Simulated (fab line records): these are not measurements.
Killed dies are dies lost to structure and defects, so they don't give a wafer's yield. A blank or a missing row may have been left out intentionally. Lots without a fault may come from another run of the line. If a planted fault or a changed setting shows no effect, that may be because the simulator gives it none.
A single fault, viewed from 2 desks ; flow sky130 ; each desk has only its own numbers; what lay behind them comes last

THE METROLOGY DESK
What the gauges read, lot by lot, whatever tool the lot ran on: means of the sampled wafers that have a number. Any lot whose mean is over 4 standard deviations away from the usual mean is out of limits and marked OUT; that distance is given in the brackets.
Columns: A = cd-nm at SKY_METAL3_CD_MEAS_13, usual 300.2 nm; B = METAL3_OVL at SKY_METAL3_OVL_MEAS_14, usual -5 nm
lot;first seen here;A;B
L395;day 41 03:47;299.6;-1
L398;day 41 22:26;298.9;-11
L399;day 42 06:21;300.7;-4
L402;day 42 19:46;299.8;-3
L401;day 42 21:27;298.9;-10
L409;day 44 14:13;300.3;-6
L410;day 44 17:05;299.1;-2
This desk's verdict: no lot among the 7 shows anything out of limits.

DESK OF THE TOOL OWNER: rie-metal-04
The tool's own readings at SKY_METAL3_METAL_ETCH_18 (etches the open film in Cl2/BCl3, stops on SiO2, target depth 845 nm, time 183.1 s): means of the sampled wafers that have a number, for each lot that ran on this tool. Any lot whose mean is over 4 standard deviations away from the usual mean is out of limits and marked OUT; that distance is given in the brackets.
Columns: A = bias-w at SKY_METAL3_METAL_ETCH_18, usual 48.47 W; B = drypump-motor-current-A at SKY_METAL3_METAL_ETCH_18, usual 5.8 A; C = oes-product-au at SKY_METAL3_METAL_ETCH_18, usual 0.865 a.u.; D = throttle-valve-pct at SKY_METAL3_METAL_ETCH_18, usual 22.264 %
lot;first seen here;A;B;C;D
L395;day 41 04:05;48.31;5.9;0.870;22.264
L398;day 41 22:48;48.46;5.9;0.870;22.260
L399;day 42 06:40;45.56 (-21) OUT;6.2;0.855;22.260
L402;day 42 20:04;45.58 (-21) OUT;5.9;0.865;22.264
L401;day 42 21:46;45.61 (-20) OUT;6.2;0.864;22.271
Finding of this desk: L399, L401, L402 out of limits; the first was L399 at day 42 06:40, on bias-w at SKY_METAL3_METAL_ETCH_18. Within limits: L395, L398.

BROUGHT TOGETHER
At day 42 06:40, on L399, L401, L402, the tool owner's desk was in a position to raise an alarm.
Metrology desk: nothing out of limits seen.
The metrology desk has L399, L401, L402 on record, within its limits.
SKY_METAL3_METAL_ETCH_18 was run on rie-metal-04 by each of the lots named.

WHAT THE SIMULATOR PUT IN
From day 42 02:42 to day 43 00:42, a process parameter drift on rie-metal-04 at SKY_METAL3_METAL_ETCH_18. Setting bias-w, moved by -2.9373, from 48.5. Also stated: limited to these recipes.
Struck lots among those shown: L399, L401, L402.
Time in hours from fault onset to the first out-of-limits reading at each desk: the tool owner's desk, 4.
